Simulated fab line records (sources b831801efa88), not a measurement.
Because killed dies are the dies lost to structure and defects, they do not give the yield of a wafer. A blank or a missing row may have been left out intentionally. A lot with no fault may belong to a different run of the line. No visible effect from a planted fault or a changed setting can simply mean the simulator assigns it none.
Comparing a struck lot with a sound one | flow gf180mcu | 45 steps out of a route of 602
Sound: wafers L677.1, L677.2, L677.3. Struck: wafers L682.3, L682.4, L682.6. The cause comes at the end.
Order at every step that has rows: each side's tool, ch and its chambers, its first start. Under that, the readings that differ: sound wafers | struck wafers | difference of the means | sigmas: that difference in standard deviations of wafers without a fault.
alike: readings with means less than 2 such deviations apart, plus words and numbers identical on both sides. not compared: withheld readings, readings lacking a value on some wafer, bounds such as >300 that could conceal the same value, and numbers that have no deviation in the record and whose values overlap.
The two part at a step that has a row with sigmas, a row that says differs or no value, or rows on one side only. Non-overlapping numbers with no deviation appear without sigmas and do not part them. A reading that every wafer of one side lacks parts them only if that side has two wafers or more.

first, 5 steps without rows for these wafers: GF_MVSD_COAT_02 (resist thk 3000 nm); GF_MVSD_SOFTBAKE_03; GF_MVSD_EXPOSE_04 (exposes mask MVSD, target cd 1000 nm); GF_MVSD_PEB_05; GF_MVSD_DEVELOP_06 (develop time 60 s).
GF_MVSD_OVL_MEAS_07:
  struck on overlay-02, day 6 20:31; sound on overlay-01, day 5 16:14
  alike: MVSD_OVL
then, 2 steps without rows for these wafers: GF_MVSD_IMPLANT_08; GF_MVSD_IMPLANT_09.
GF_MVSD_STRIP_10: strips in O2/N2.
  sound on plasma asher-04 ch 0,1, day 5 16:34; struck on plasma asher-04 ch 0,1, day 6 20:52
  alike: drypump motor current A, heater power w, oes product au, strip time to endpoint s
  not compared: rf hours counter h
GF_MVSD_TW_MEAS_11:
  struck on film metro-01, day 6 20:58; sound on film metro-01, day 5 16:40
  alike: MVSD_TW
then, 2 steps without rows for these wafers: GF_MVPSD_DEHYDRATE_00 (time 60 s); GF_MVPSD_HMDS_01 (prime time 60 s).
GF_MVPSD_COAT_02: resist thk 3000 nm.
  sound on litho track-02 ch 0, day 6 00:24; struck on litho track-04, day 7 04:26
  no value came back on the struck wafers for chill plate temp C (C), dispense pressure kPa (kPa); on the sound wafers chill plate temp C (C) reads 23.13 23.09 23.11
then, 4 steps without rows for these wafers: GF_MVPSD_SOFTBAKE_03; GF_MVPSD_EXPOSE_04 (exposes mask MVPSD, target cd 1000 nm); GF_MVPSD_PEB_05; GF_MVPSD_DEVELOP_06 (develop time 60 s).
GF_MVPSD_OVL_MEAS_07:
  struck on overlay-02, day 7 13:02; sound on overlay-01, day 6 08:16
  reading        | sound       | struck | difference                    | sigmas
  MVPSD_OVL (nm) | 2.1 1.2 1.6 | - - -  | no value on the struck wafers |
then, 2 steps without rows for these wafers: GF_MVPSD_IMPLANT_08; GF_MVPSD_IMPLANT_09.
GF_MVPSD_STRIP_10: strips in O2/N2.
  sound on plasma asher-01 ch 0,1, day 6 08:37; struck on plasma asher-03 ch 0,1, day 7 13:24
  no value came back on the struck wafers for oes product au (a.u.), strip time to endpoint s (s); on the sound wafers oes product au (a.u.) reads 0.723 0.718 0.721
  alike: drypump motor current A, heater power w
  not compared: rf hours counter h
GF_MVPSD_TW_MEAS_11:
  struck on film metro-03, day 7 13:29; sound on film metro-01, day 6 08:43
  alike: MVPSD_TW
then, 7 steps without rows for these wafers: GF_VT_IMPLANT_DEHYDRATE_00 (time 60 s); GF_VT_IMPLANT_HMDS_01 (prime time 60 s); GF_VT_IMPLANT_COAT_02 (resist thk 1000 nm); GF_VT_IMPLANT_SOFTBAKE_03 (time 60 s); GF_VT_IMPLANT_EXPOSE_04 (exposes mask LVPWELL LV AREA, target cd 600 nm); GF_VT_IMPLANT_PEB_05; GF_VT_IMPLANT_DEVELOP_06 (develop time 60 s).
GF_VT_IMPLANT_OVL_MEAS_07:
  struck on overlay-02, day 8 05:01; sound on overlay-02, day 7 00:37
  alike: VT_IMPLANT_OVL
after that, 1 step had no rows for these wafers: GF_VT_IMPLANT_IMPLANT_08.
GF_VT_IMPLANT_STRIP_09: strips in O2/N2.
  sound on plasma asher-02 ch 0,1, day 7 00:49; struck on plasma asher-02 ch 0,1, day 8 05:14
  alike: drypump motor current A, heater power w, oes product au, strip time to endpoint s
  not compared: rf hours counter h
GF_VT_IMPLANT_TW_MEAS_10:
  struck on film metro-02, day 8 05:19; sound on film metro-01, day 7 00:55
  reading       | sound       | struck      | difference | sigmas
  VT_IMPLANT_TW | 555 560 561 | 697 697 693 | +137       | +42
then, 7 steps without rows for these wafers: GF_VT_IMPLANT_DEHYDRATE_11 (time 60 s); GF_VT_IMPLANT_HMDS_12 (prime time 60 s); GF_VT_IMPLANT_COAT_13 (resist thk 1000 nm); GF_VT_IMPLANT_SOFTBAKE_14 (time 60 s); GF_VT_IMPLANT_EXPOSE_15 (exposes mask Nwell LV AREA, target cd 860 nm); GF_VT_IMPLANT_PEB_16; GF_VT_IMPLANT_DEVELOP_17 (develop time 60 s).
GF_VT_IMPLANT_OVL_MEAS_18:
  struck on overlay-01, day 8 19:44; sound on overlay-01, day 7 16:10
  reading                | sound       | struck         | difference | sigmas
  VT_IMPLANT_01_OVL (nm) | 0.5 0.2 0.7 | -3.0 -4.8 -2.1 | -3.8       | -2
after that, 1 step had no rows for these wafers: GF_VT_IMPLANT_IMPLANT_19.
GF_VT_IMPLANT_TW_MEAS_21:
  struck on film metro-01, day 8 20:02; sound on film metro-03, day 7 16:49
  alike: VT_IMPLANT_2_TW
GF_VT_IMPLANT_TW_MEAS_32:
  struck on film metro-03, day 9 13:22; sound on film metro-03, day 8 08:39
  reading         | sound             | struck            | difference | sigmas
  VT_IMPLANT_3_TW | 266.5 267.7 267.9 | 571.4 568.9 568.7 | +302.3     | +99 or more
GF_VT_IMPLANT_TW_MEAS_43:
  struck on film metro-02, day 10 07:11; sound on film metro-02, day 9 00:48
  reading         | sound       | struck      | difference | sigmas
  VT_IMPLANT_4_TW | 690 695 693 | 776 779 775 | +84        | +22

== WHERE THEY PART ==
Earliest at GF_MVPSD_COAT_02; latest, in this record, at GF_VT_IMPLANT_TW_MEAS_43.

WHY: whatever the simulator had introduced
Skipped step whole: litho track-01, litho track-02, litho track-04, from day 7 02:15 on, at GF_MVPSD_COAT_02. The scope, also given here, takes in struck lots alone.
